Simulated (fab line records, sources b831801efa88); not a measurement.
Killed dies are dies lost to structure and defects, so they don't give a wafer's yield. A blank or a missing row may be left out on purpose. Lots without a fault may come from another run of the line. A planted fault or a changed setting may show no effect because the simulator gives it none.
Chamber matching | flow sky130 | SKY_POLY_GATE_ETCH_15 on rie_diel-01: 4 sister chambers
The step etches BARC in N2/H2, stops on SiO2, time 118.5 s, target depth 110 nm. 8 wafers are shown with their chamber, then 7 later ones without.

WAFERS WITH THEIR CHAMBER
wafer  | chamber | drypump_motor_current_A (A) | throttle_valve_pct (%)
L074.3 | 3       | 5.0                         | 13.208
L084.2 | 0       | 6.0                         | 13.228
L084.4 | 1       | 6.2                         | 13.234
L087.2 | 0       | 6.1                         | 13.212
L087.4 | 1       | 6.2                         | 13.236
L087.5 | 2       | 5.8                         | 13.208
L090.2 | 2       | 5.8                         | 13.214
L090.4 | 3       | 5.1                         | 13.211

WAFERS WITHOUT THEIR CHAMBER
wafer  | drypump_motor_current_A (A) | throttle_valve_pct (%)
L090.6 | 5.8                         | 13.210
L093.4 | 5.0                         | 13.205
L093.5 | 6.2                         | 13.214
L093.6 | 5.8                         | 13.217
L096.4 | 6.2                         | 13.227
L096.5 | 6.0                         | 13.216
L096.6 | 6.2                         | 13.217

WHICH CHAMBER EACH WENT THROUGH
wafer  | from the rows above     | in truth
L090.6 | 2                       | 2
L093.4 | 3                       | 3
L093.5 | can't be placed: 0 or 1 | 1
L093.6 | 2                       | 2
L096.4 | can't be placed: 1 or 0 | 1
L096.5 | 0                       | 0
L096.6 | can't be placed: 1 or 0 | 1
Placed correctly: 4 of 7. Can't be placed from these rows: 3 (the true chamber is among the candidates in 3). Placed wrongly: 0.
How it was worked out, from the rows above alone: a wafer's distance from a chamber is the root of the sum, over the readings, of the square of ((its reading less the chamber's mean) divided by the reading's scatter). The wafer belongs to the nearest chamber; if the next one is less than 2 further off, it can't be placed. A chamber's mean is the mean of its shown wafers. The scatter: the root of (the sum of the squares of (reading less its chamber's mean) over the shown wafers, divided by (wafers less chambers)).
